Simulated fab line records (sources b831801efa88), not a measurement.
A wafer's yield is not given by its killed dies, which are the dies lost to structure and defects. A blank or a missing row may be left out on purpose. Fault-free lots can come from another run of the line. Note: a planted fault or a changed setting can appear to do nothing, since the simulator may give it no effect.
The same fault as seen by 2 desks :: flow gf180mcu :: what lay behind the numbers comes last; until then each desk has only its own

## TOOL OWNER'S DESK, cvd w-01
The tool's own readings at GF_V3_CVD_23 (deposits W, target thk 350 nm, time 104.9 s): means of the sampled wafers that have a number, for each lot that ran on this tool. If a lot's mean is further than 4 standard deviations from the usual mean, the lot is out of limits and carries the mark OUT (the distance appears in the brackets).
Columns: A = heater power w at GF_V3_CVD_23, usual 919 W
lot: L624
first seen here: day 22 23:32
A: 900

lot: L626
first seen here: day 23 13:39
A: 894

lot: L627
first seen here: day 23 20:47
A: 964

lot: L631
first seen here: day 25 12:37
A: 916

lot: L635
first seen here: day 26 19:41
A: 897

lot: L636
first seen here: day 26 21:28
A: 913

lot: L638
first seen here: day 27 15:14
A: 931
Finding of this desk: none of the 7 lots has anything out of limits.

## AT THE METROLOGY DESK
Lot by lot, what the gauges showed, no matter which tool ran the lot: averages of those sampled wafers that carry a number. If a lot's mean is further than 4 standard deviations from the usual mean, the lot is out of limits and carries the mark OUT (the distance appears in the brackets).
Columns: A = V3_CVD_00_THK at GF_V3_THK_MEAS_01, usual 598 nm; B = cd nm at GF_V3_CD_MEAS_14, usual 259.9 nm; C = V3_W_RS at GF_V3_RS_MEAS_24, usual 0.325 ohm/sq; D = V3_W_THK at GF_V3_THK_MEAS_25, usual 349 nm
lot: L623
first seen here: day 21 20:57
A: 601
B: 260.5
C: 0.325
D: 346

lot: L624
first seen here: day 21 22:20
A: 594
B: 259.8
C: 0.326
D: 353

lot: L626
first seen here: day 22 13:40
A: 598
B: 259.4
C: 0.325
D: 348

lot: L627
first seen here: day 22 20:52
A: 605
B: 259.3
C: 0.321
D: 358

lot: L631
first seen here: day 24 14:07
A: 594
B: 259.8
C: 0.327
D: 352

lot: L635
first seen here: day 25 21:52
A: 595
B: 261.1
C: 0.419 (+23) OUT
D: 273 (-11) OUT

lot: L636
first seen here: day 25 23:28
A: 595
B: 260.3
C: 0.411 (+21) OUT
D: 272 (-12) OUT

lot: L638
first seen here: day 26 18:17
A: 593
B: 258.6
C: 0.411 (+21) OUT
D: 280 (-11) OUT

lot: L641
first seen here: day 27 10:29
A: 599
B: 258.5
C: 0.328
D: 350

lot: L642
first seen here: day 27 17:01
A: 600
B: 259.9
C: 0.325
D: 349

lot: L643
first seen here: day 28 02:06
A: 604
B: 260.0
C: 0.325
D: 352

lot: L644
first seen here: day 28 05:09
A: 598
B: 259.3
C: 0.328
D: 352
This desk finds L635, L636, L638 out of limits, with the earliest case on L635 at day 26 19:49 (V3_W_RS at GF_V3_RS_MEAS_24). Within limits: L623, L624, L626, L627, L631, L641, L642, L643, L644.

## BROUGHT TOGETHER
The metrology desk could have raised an alarm at day 26 19:49, on L635, L636, L638.
The desk of the tool owner found nothing out of limits.
On record at the tool owner's desk: L635, L636, L638, within its limits.
On cvd w-01, each named lot ran GF_V3_CVD_23.

## WHAT WAS PUT IN BY THE SIMULATOR
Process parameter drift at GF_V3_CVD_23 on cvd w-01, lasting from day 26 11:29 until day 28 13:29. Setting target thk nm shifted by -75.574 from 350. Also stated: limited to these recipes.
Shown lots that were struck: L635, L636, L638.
Time in hours between the start of the fault and the first out-of-limits reading at each desk: metrology desk, 8.
